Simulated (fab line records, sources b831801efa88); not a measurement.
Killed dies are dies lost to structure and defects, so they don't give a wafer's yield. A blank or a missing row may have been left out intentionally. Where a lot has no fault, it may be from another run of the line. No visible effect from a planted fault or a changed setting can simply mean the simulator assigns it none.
A lot that was struck, set against a sound lot | flow sky130 | 17 steps out of a route of 708
Sound: wafers L221.2, L221.4, L221.5. Struck: wafers L232.1, L232.2, L232.5. At the end, the cause is stated.
For every step that has rows: the tool of each side, followed by ch and its chambers, followed by its first start. Under that, the readings that differ: sound wafers | struck wafers | difference of the means | sigmas: that difference in standard deviations of wafers without a fault.
alike: readings whose means differ by less than 2 such deviations, and words and numbers that are the same on both sides. not compared: withheld readings, readings that some wafer has no value for, bounds like >300 that may hide the same value, and numbers for which the record gives no deviation and whose values overlap.
The two part at a step that has a row with sigmas, a row that says differs or no value, or rows on one side only. Numbers that don't overlap but have no deviation are shown without sigmas and don't part them. Lack of a reading on every wafer of one side parts them only where that side has two or more wafers.

first, 3 steps without rows for these wafers: SKY_VIA1_EXPOSE_09 (exposes mask VIM, target cd 150 nm); SKY_VIA1_PEB_10; SKY_VIA1_DEVELOP_11 (develop time 60 s).
SKY_VIA1_CD_MEAS_12: target cd 150 nm.
  struck on cd sem-01, day 38 11:18; sound on cd sem-02, day 34 02:27
  alike: cd nm
SKY_VIA1_OVL_MEAS_13:
  struck on overlay-01, day 38 11:25; sound on overlay-01, day 34 02:34
  alike: VIA1_OVL
SKY_VIA1_ETCH_14: etches BARC in N2/H2, stops on SiO2, time 45.9 s, target depth 60 nm.
  sound on rie diel-01 ch 1,2, day 34 02:35; struck on rie diel-04 ch 0,3, day 38 11:27
  alike: drypump motor current A, h2 flow sccm, oes product au, rf fwd power W, throttle valve pct
  not compared: rf hours counter h
SKY_VIA1_ETCH_15: etches SiO2 in C4F8/O2/Ar, stops on TiN, target depth 351 nm, time 54 s.
  sound on rie diel-01 ch 1,2, day 34 02:38; struck on rie diel-04 ch 0,3, day 38 11:29
  alike: oes product au, rf fwd power W
  not compared: rf hours counter h
SKY_VIA1_STRIP_16: strips in O2/N2.
  sound on plasma asher-04 ch 0,1, day 34 02:41; struck on plasma asher-01 ch 0,1, day 38 11:32
  alike: drypump motor current A, oes product au, strip time to endpoint s
  not compared: rf hours counter h
then, 3 steps without rows for these wafers: SKY_VIA1_STRIP_17 (strips in post etch residue remover, time 1200 s); SKY_VIA1_CLEAN_18 (cleans in IPA, time 180 s); SKY_VIA1_CLEAN_19 (cleans in O3/DIW).
SKY_VIA1_SPUTTER_20: material TiN, target thk 20 nm, time 80 s.
  struck on pvd sputter-02, day 38 12:10; sound on pvd sputter-02, day 34 03:16
  alike: throttle valve pct
SKY_VIA1_CVD_21: deposits W, target thk 270 nm, time 80.902 s.
  sound on cvd w-01 ch 0,1, day 34 03:20; struck on cvd w-02 ch 0,1, day 38 12:17
  reading                            | sound           | struck            | difference | sigmas
  model.W_of_VIA1_CVD_21.thk nm (nm) | 266 268.4 264.9 | 254.4 255.3 255.4 | -11.4      |
  alike: heater power outer w, heater power w
SKY_VIA1_RS_MEAS_22: measurement is done with a four-point probe.
  struck on film metro-02, day 38 12:23; sound on film metro-04, day 34 03:26
  reading            | sound             | struck            | difference | sigmas
  VIA1_W_RS (ohm/sq) | 0.432 0.429 0.434 | 0.453 0.450 0.450 | +0.019     | +4
SKY_VIA1_THK_MEAS_23: measures by xrf.
  struck on film metro-02, day 38 12:30; sound on film metro-04, day 34 03:33
  reading         | sound       | struck      | difference | sigmas
  VIA1_W_THK (nm) | 268 270 267 | 251 254 254 | -15        | -4
SKY_VIA1_CMP_24: polishes, stops on SiO2, t overpolish 15 s, target thk 0 nm.
  sound on cmp-02 ch 0,1, day 34 03:36; struck on cmp-01 ch 0,1,3, day 38 12:34
  alike: motor current A, slurry flow ml min
next, for these wafers, 1 step has no rows: SKY_PAD_OPEN_PROBE_99.

== WHERE THEY PART ==
Earliest at SKY_VIA1_RS_MEAS_22; latest, in this record, at SKY_VIA1_THK_MEAS_23. Later steps at which nothing parts them and some readings are alike: SKY_VIA1_CMP_24.

WHY: what the simulator had put in
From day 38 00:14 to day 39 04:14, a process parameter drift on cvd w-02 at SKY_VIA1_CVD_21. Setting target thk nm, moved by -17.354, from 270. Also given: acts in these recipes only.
